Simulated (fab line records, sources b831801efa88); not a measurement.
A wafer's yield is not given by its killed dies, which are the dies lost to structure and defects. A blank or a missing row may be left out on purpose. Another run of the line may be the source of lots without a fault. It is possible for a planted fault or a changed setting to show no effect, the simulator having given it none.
Which tool was responsible? | flow sky130 | 36 wafers from 12 lots sampled at 4 of the route's 708 steps

== WHAT THE GAUGES READ, wafer by wafer ==
SKY_LDD_LDN_OVL_MEAS_07. Usual: for LDD_LDN_OVL the level is 0.5 nm and the standard deviation is 1.2.
lot  | measured     | on         | LDD_LDN_OVL (nm) | flag
L159 | day 22 15:20 | overlay-02 | 1.0 -1.1 1.8     |
L160 | day 23 07:25 | overlay-01 | 1.4 0.8 -0.6     |
L161 | day 23 12:41 | overlay-01 | 2.6 3.1 3.2      |
L162 | day 23 21:22 | overlay-01 | 2.4 -0.2 0.1     |
L172 | day 29 04:31 | overlay-02 | -0.4 -0.9 -0.6   |
L173 | day 29 02:45 | overlay-02 | 1.4 1.4 4.2      |
L174 | day 29 05:44 | overlay-01 | -1.3 -0.3 0.9    |
L175 | day 29 05:43 | overlay-02 | 0.4 -0.1 0.9     |
L178 | day 29 10:59 | overlay-01 | 1.2 1.2 0.3      |
L179 | day 30 01:18 | overlay-01 | 0.6 0.6 -0.2     |
L181 | day 31 07:29 | overlay-01 | -0.5 -0.2 -1.1   |
L182 | day 31 08:53 | overlay-02 | 2.4 1.6 0.1      |

== EACH LOT AND THE TOOL THAT RAN IT (in order: tool; ch and the chambers of the sampled wafers; start) ==
lot  | SKY_FIELD_ISO_ETCH_14             | SKY_NWELL_DEHYDRATE_03           | SKY_VT_ADJUST_LVTN_STRIP_09
L159 | rie_diel-01 ch 0,1,2, day 2 05:30 | litho_track-02 ch 0, day 4 04:02 | plasma_asher-02 ch 0,1, day 6 21:04
L160 | rie_diel-04 ch 0,1,2, day 2 10:54 | litho_track-02 ch 0, day 4 12:23 | plasma_asher-01 ch 0,1, day 7 05:17
L161 | rie_diel-02 ch 0,2,3, day 2 14:51 | litho_track-01 ch 0, day 4 14:20 | plasma_asher-04 ch 0,1, day 7 08:58
L162 | rie_diel-04 ch 1,2,3, day 2 20:51 | litho_track-03 ch 0, day 4 22:31 | plasma_asher-04 ch 0,1, day 7 18:01
L172 | rie_diel-04 ch 0,1,3, day 5 01:54 | litho_track-02 ch 0, day 7 08:17 | plasma_asher-02 ch 0,1, day 10 12:08
L173 | rie_diel-01 ch 2,3, day 5 04:48   | litho_track-02 ch 0, day 7 11:18 | plasma_asher-02 ch 0,1, day 10 14:37
L174 | rie_diel-01 ch 2,3, day 5 10:34   | litho_track-02 ch 0, day 7 17:20 | plasma_asher-04 ch 0,1, day 10 22:50
L175 | rie_diel-02 ch 0,1,3, day 5 15:21 | litho_track-03 ch 0, day 8 02:04 | plasma_asher-02 ch 0,1, day 11 07:49
L178 | rie_diel-02 ch 0,1,2, day 6 08:24 | litho_track-01 ch 0, day 8 19:34 | plasma_asher-01 ch 0,1, day 12 05:23
L179 | rie_diel-02 ch 1,3, day 6 12:39   | litho_track-03 ch 0, day 9 00:35 | plasma_asher-02 ch 0,1, day 12 10:05
L181 | rie_diel-04 ch 0,2, day 7 02:33   | litho_track-01 ch 0, day 9 11:05 | plasma_asher-01 ch 1, day 12 23:37
L182 | rie_diel-04 ch 0,1,3, day 7 05:22 | litho_track-03 ch 0, day 9 14:29 | plasma_asher-04 ch 0,1, day 13 02:31
- SKY_FIELD_ISO_ETCH_14: etches BARC in N2/H2, stops on SiO2, time 45.9 s, target depth 60 nm.
- SKY_NWELL_DEHYDRATE_03: time 60 s.
- SKY_VT_ADJUST_LVTN_STRIP_09: strips in O2/N2.

== AS READ BY THE TOOLS THEMSELVES (means over the sampled wafers that have a number; for cases with no such wafer, the mark the record gives instead) ==
SKY_FIELD_ISO_ETCH_14. Usual: drypump_motor_current_A 5.8 A, standard deviation 0.5; oes_product_au 0.855 a.u., standard deviation 0.0049; throttle_valve_pct 13.223 %, standard deviation 0.0095.
lot  | tool        | drypump_motor_current_A (A) | oes_product_au (a.u.) | throttle_valve_pct (%) | flag
L159 | rie_diel-01 | 6.1                         | 0.851                 | 13.223                 |
L160 | rie_diel-04 | 6.0                         | 0.851                 | 13.236                 |
L161 | rie_diel-02 | 5.4                         | 0.854                 | 13.223                 |
L162 | rie_diel-04 | 6.1                         | 0.851                 | 13.231                 |
L172 | rie_diel-04 | 5.8                         | 0.855                 | 13.226                 |
L173 | rie_diel-01 | 6.1                         | 0.851                 | 13.224                 |
L174 | rie_diel-01 | 6.2                         | 0.862                 | 13.223                 |
L175 | rie_diel-02 | 5.3                         | 0.856                 | 13.211                 |
L178 | rie_diel-02 | 5.3                         | 0.850                 | 13.226                 |
L179 | rie_diel-02 | 5.0                         | 0.850                 | 13.221                 |
L181 | rie_diel-04 | 6.2                         | 0.856                 | 13.222                 |
L182 | rie_diel-04 | 5.8                         | 0.856                 | 13.216                 |

SKY_NWELL_DEHYDRATE_03. Usual: exhaust_pa 45.0 Pa, standard deviation 0.93; heater_power_total_W 160.37 W, standard deviation 0.12; run_length_s 89.14 s, standard deviation 0.14.
lot  | tool           | exhaust_pa (Pa) | heater_power_total_W (W) | run_length_s (s) | flag
L159 | litho_track-02 | 45.4            | 160.35                   | 89.08            |
L160 | litho_track-02 | 45.5            | 160.48                   | 89.06            |
L161 | litho_track-01 | 45.2            | 160.39                   | 89.24            |
L162 | litho_track-03 | 46.2            | 160.27                   | 89.26            |
L172 | litho_track-02 | 45.3            | 163.83                   | 85.43            | OFF
L173 | litho_track-02 | 43.9            | 163.85                   | 85.50            | OFF
L174 | litho_track-02 | 45.3            | 163.69                   | 85.49            | OFF
L175 | litho_track-03 | 44.7            | 160.43                   | 89.28            |
L178 | litho_track-01 | 45.9            | 160.28                   | 89.22            |
L179 | litho_track-03 | 45.3            | 160.32                   | 89.45            |
L181 | litho_track-01 | 45.3            | 160.46                   | 89.15            |
L182 | litho_track-03 | 45.7            | 160.32                   | 89.38            |

SKY_VT_ADJUST_LVTN_STRIP_09. Usual: drypump_motor_current_A 5.8 A, standard deviation 0.43; oes_product_au 0.722 a.u., standard deviation 0.0043; strip_time_to_endpoint_s 36.96 s, standard deviation 0.095.
lot  | tool            | drypump_motor_current_A (A) | oes_product_au (a.u.) | strip_time_to_endpoint_s (s) | flag
L159 | plasma_asher-02 | 5.8                         | 0.723                 | 37.12                        |
L160 | plasma_asher-01 | 5.6                         | 0.718                 | 36.85                        |
L161 | plasma_asher-04 | 6.2                         | 0.721                 | 36.92                        |
L162 | plasma_asher-04 | 6.2                         | 0.717                 | 36.87                        |
L172 | plasma_asher-02 | 5.8                         | 0.722                 | 37.00                        |
L173 | plasma_asher-02 | 5.8                         | 0.724                 | 36.90                        |
L174 | plasma_asher-04 | 6.2                         | 0.722                 | 37.05                        |
L175 | plasma_asher-02 | 5.4                         | 0.724                 | 36.98                        |
L178 | plasma_asher-01 | 5.6                         | 0.724                 | 36.89                        |
L179 | plasma_asher-02 | 5.8                         | 0.718                 | 37.03                        |
L181 | plasma_asher-01 | 5.9                         | 0.721                 | 36.87                        |
L182 | plasma_asher-04 | 6.2                         | 0.722                 | 36.93                        |

== THE ANSWER, worked out from the rows above alone ==
Rule: take the mean of a lot's wafers that have a number; if it is more than 3 standard deviations from the usual mean, the lot is off. A lot without any number at a reading at which 4 lots or more have one is off too. All remaining lots with rows at the step are treated as sound. First the gauges in route order, then the tools' own readings, where a lot's mean is used as printed above. The first step at which some lot is off is used, and at that step the reading that is off furthest; a lot without a number counts as furthest.
Off: L172, L173, L174 (SKY_NWELL_DEHYDRATE_03, heater_power_total_W).
A tool fits if, at that step or a process step before it, it ran every lot that is off, and no sound lot after the first of them. One fits: SKY_NWELL_DEHYDRATE_03 on litho_track-02. Its last sound lot is L160 (day 4 12:23), its first lot that is off L172 (day 7 08:17): a fault that began between those two fits.
The tool's own readings at SKY_NWELL_DEHYDRATE_03 bear it out: on the lots that are off they differ by more than 5 times the standard deviation of the sound lots' means. heater_power_total_W reads 163.79 W there against 160.37 W on the sound lots; run_length_s reads 85.47 s there against 89.24 s on the sound lots.

== WHAT WAS PUT IN BY THE SIMULATOR ==
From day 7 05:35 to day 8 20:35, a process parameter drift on litho_track-02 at SKY_NWELL_DEHYDRATE_03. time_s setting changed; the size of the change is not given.
Lots struck among those shown: L173, L172, L174. Same finding as the rule above.
